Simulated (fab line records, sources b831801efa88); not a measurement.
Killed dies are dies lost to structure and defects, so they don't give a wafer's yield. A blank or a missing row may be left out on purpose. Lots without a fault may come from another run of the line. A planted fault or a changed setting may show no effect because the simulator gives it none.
Which tool did it? | flow gf180mcu | 13 lots, 36 wafers sampled, at 4 steps of a route of 602

WHAT THE GAUGES READ, wafer by wafer
GF_STI_CD_MEAS_12: target cd 220 nm. Usual: cd_nm 220.0 nm, standard deviation 1.3.
lot  | measured    | on        | cd_nm (nm)        | flag
L545 | day 2 05:40 | cd_sem-01 | 219.3 219.1 219.7 |
L546 | day 2 12:04 | cd_sem-01 | 219.0 219.8 220.2 |
L549 | day 3 03:38 | cd_sem-02 | 219.6 219.4 218.2 |
L550 | day 3 08:49 | cd_sem-01 | 216.9 217.8 217.8 |
L552 | day 3 20:49 | cd_sem-01 | 218.7 218.1 217.9 |
L554 | day 4 04:47 | cd_sem-02 | 220.3 220.7 221.2 |
L555 | day 4 09:34 | cd_sem-01 | 217.8 218.6 217.5 |
L556 | day 4 14:43 | cd_sem-01 | 221.4 221.6 221.1 |
L559 | day 5 05:22 | cd_sem-01 | 219.3 220.4       |
L561 | day 5 17:28 | cd_sem-01 | 219.1 218.9       |
L563 | day 6 04:45 | cd_sem-02 | 219.1 221.5       |
L565 | day 6 13:56 | cd_sem-01 | 219.7 219.7 219.2 |
L567 | day 7 00:49 | cd_sem-02 | 218.7 217.6 218.8 |

GF_LVPWELL_OVL_MEAS_07. Usual: LVPWELL_OVL 1.1 nm, standard deviation 1.
lot  | measured    | on         | LVPWELL_OVL (nm) | flag
L545 | day 3 23:38 | overlay-01 | 1.5 0.5 1.4      |
L546 | day 4 13:46 | overlay-02 | -1.3 -1.4 -0.2   |
L549 | day 5 02:55 | overlay-02 | 0.7 0.5 -0.8     |
L550 | day 5 05:36 | overlay-01 | 2.1 1.6 0.5      |
L552 | day 5 19:46 | overlay-02 | 0.8 1.8 1.0      |
L554 | day 6 03:53 | overlay-01 | 2.2 2.0 2.7      |
L555 | day 6 09:48 | overlay-02 | 1.5 2.7 0.3      |
L556 | day 6 15:57 | overlay-01 | 0.3 0.8 -0.6     |
L559 | day 7 08:58 | overlay-01 | 1.3 1.6          |
L561 | day 7 21:14 | overlay-01 | -0.9 -0.8        |
L563 | day 8 08:13 | overlay-01 | 0.7 1.1          |
L565 | day 8 20:16 | overlay-01 | 2.4 2.4 1.4      |
L567 | day 9 10:09 | overlay-02 | 3.1 1.9 3.0      |

WHICH TOOL RAN EACH LOT (tool, then ch and the chambers of the sampled wafers, then the start)
lot  | GF_STI_ETCH_13                    | GF_STI_STRIP_15
L545 | rie_diel-04 ch 0,1, day 2 05:44   | plasma_asher-04 ch 0,1, day 2 05:56
L546 | rie_diel-03 ch 2,3, day 2 12:11   | plasma_asher-02 ch 0,1, day 2 12:20
L549 | rie_diel-03 ch 0,1,3, day 3 03:44 | plasma_asher-04 ch 0,1, day 3 03:53
L550 | rie_diel-03 ch 0,2,3, day 3 08:56 | plasma_asher-04 ch 0,1, day 3 09:05
L552 | rie_diel-02 ch 2,3, day 3 20:52   | plasma_asher-01 ch 0,1, day 3 21:04
L554 | rie_diel-02 ch 0,2,3, day 4 04:52 | plasma_asher-04 ch 0,1, day 4 05:04
L555 | rie_diel-04 ch 0,2,3, day 4 09:41 | plasma_asher-01 ch 0,1, day 4 09:50
L556 | rie_diel-04 ch 1,2,3, day 4 14:50 | plasma_asher-04 ch 0,1, day 4 14:59
L559 | rie_diel-04 ch 0,2, day 5 05:29   | plasma_asher-01 ch 0,1, day 5 05:38
L561 | rie_diel-04 ch 2, day 5 17:32     | plasma_asher-01 ch 0,1, day 5 17:43
L563 | rie_diel-04 ch 2,3, day 6 04:52   | plasma_asher-04 ch 0, day 6 05:04
L565 | rie_diel-03 ch 1,3, day 6 14:02   | plasma_asher-04 ch 1, day 6 14:11
L567 | rie_diel-02 ch 0,2,3, day 7 00:56 | plasma_asher-01 ch 0,1, day 7 01:05
- GF_STI_ETCH_13: etches the open film in CHF3/O2, stops on Si, target depth 282.31 nm, time 112.9 s.
- GF_STI_STRIP_15: strips in O2/N2.

WHAT THE TOOLS THEMSELVES READ (means of the sampled wafers that have a number; where no wafer has one, the mark that the record gives instead)
GF_STI_ETCH_13. Usual: drypump_motor_current_A 5.8 A, standard deviation 0.42; oes_product_au 0.835 a.u., standard deviation 0.0054; rf_fwd_power_W 596.7 W, standard deviation 1.9; throttle_valve_pct 8.812 %, standard deviation 0.0084.
lot  | tool        | drypump_motor_current_A (A) | oes_product_au (a.u.) | rf_fwd_power_W (W) | throttle_valve_pct (%) | flag
L545 | rie_diel-04 | 5.3                         | 0.834                 | 596.2              | 8.813                  |
L546 | rie_diel-03 | 5.4                         | 0.833                 | 595.7              | 8.816                  |
L549 | rie_diel-03 | 6.0                         | 0.838                 | 597.8              | 8.814                  |
L550 | rie_diel-03 | 5.7                         | 0.835                 | 596.2              | 8.811                  |
L552 | rie_diel-02 | 5.7                         | 0.838                 | 598.2              | 8.812                  |
L554 | rie_diel-02 | 5.8                         | 0.837                 | 597.1              | 8.822                  |
L555 | rie_diel-04 | 6.2                         | 0.838                 | 596.2              | 8.814                  |
L556 | rie_diel-04 | 5.8                         | 0.840                 | 596.6              | 8.815                  |
L559 | rie_diel-04 | 6.3                         | 0.837                 | 596.4              | 8.822                  |
L561 | rie_diel-04 | 6.6                         | 0.843                 | 596.8              | 8.817                  |
L563 | rie_diel-04 | 6.3                         | 0.848                 | 599.6              | 8.824                  |
L565 | rie_diel-03 | 6.0                         | 0.845                 | 593.9              | 8.814                  |
L567 | rie_diel-02 | 5.7                         | 0.830                 | 597.2              | 8.810                  |

GF_STI_STRIP_15. Usual: drypump_motor_current_A 5.8 A, standard deviation 0.48; heater_power_w 338 W, standard deviation 54; oes_product_au 0.383 a.u., standard deviation 0.0046; strip_time_to_endpoint_s 3.72 s, standard deviation 0.032.
lot  | tool            | drypump_motor_current_A (A) | heater_power_w (W) | oes_product_au (a.u.) | strip_time_to_endpoint_s (s) | flag
L545 | plasma_asher-04 | 5.6                         | 306                | 0.382                 | 3.78                         |
L546 | plasma_asher-02 | 5.7                         | 386                | 0.380                 | 3.71                         |
L549 | plasma_asher-04 | 5.4                         | 354                | 0.378                 | 3.67                         |
L550 | plasma_asher-04 | 5.3                         | 355                | 0.383                 | 3.74                         |
L552 | plasma_asher-01 | 6.3                         | 318                | 0.384                 | 3.76                         |
L554 | plasma_asher-04 | 5.3                         | 351                | 0.381                 | 3.69                         |
L555 | plasma_asher-01 | 6.2                         | 314                | 0.382                 | 3.73                         |
L556 | plasma_asher-04 | 5.3                         | 357                | 0.385                 | 3.70                         |
L559 | plasma_asher-01 | 6.2                         | 316                | 0.382                 | 3.78                         |
L561 | plasma_asher-01 | 6.2                         | 317                | 0.386                 | 3.77                         |
L563 | plasma_asher-04 | 5.2                         | 401                | 0.381                 | 3.74                         |
L565 | plasma_asher-04 | 5.8                         | 266                | 0.389                 | 3.72                         |
L567 | plasma_asher-01 | 6.3                         | 320                | 0.380                 | 3.72                         |

THE ANSWER, worked out from the rows above alone
Rule: a lot is off if the mean of its wafers that have a number lies more than 3 standard deviations from the usual mean. A lot without any number at a reading at which 4 lots or more have one is off too. The other lots that the step has rows for count as sound. The gauges are gone through in route order, then the tools' own readings, and for those a lot's mean is taken as printed above. The first step at which some lot is off is used, and at that step the reading that is off furthest; a lot without a number counts as furthest.
No lot is off at any reading shown: from this, nothing can be told.

WHAT THE SIMULATOR HAD PUT IN
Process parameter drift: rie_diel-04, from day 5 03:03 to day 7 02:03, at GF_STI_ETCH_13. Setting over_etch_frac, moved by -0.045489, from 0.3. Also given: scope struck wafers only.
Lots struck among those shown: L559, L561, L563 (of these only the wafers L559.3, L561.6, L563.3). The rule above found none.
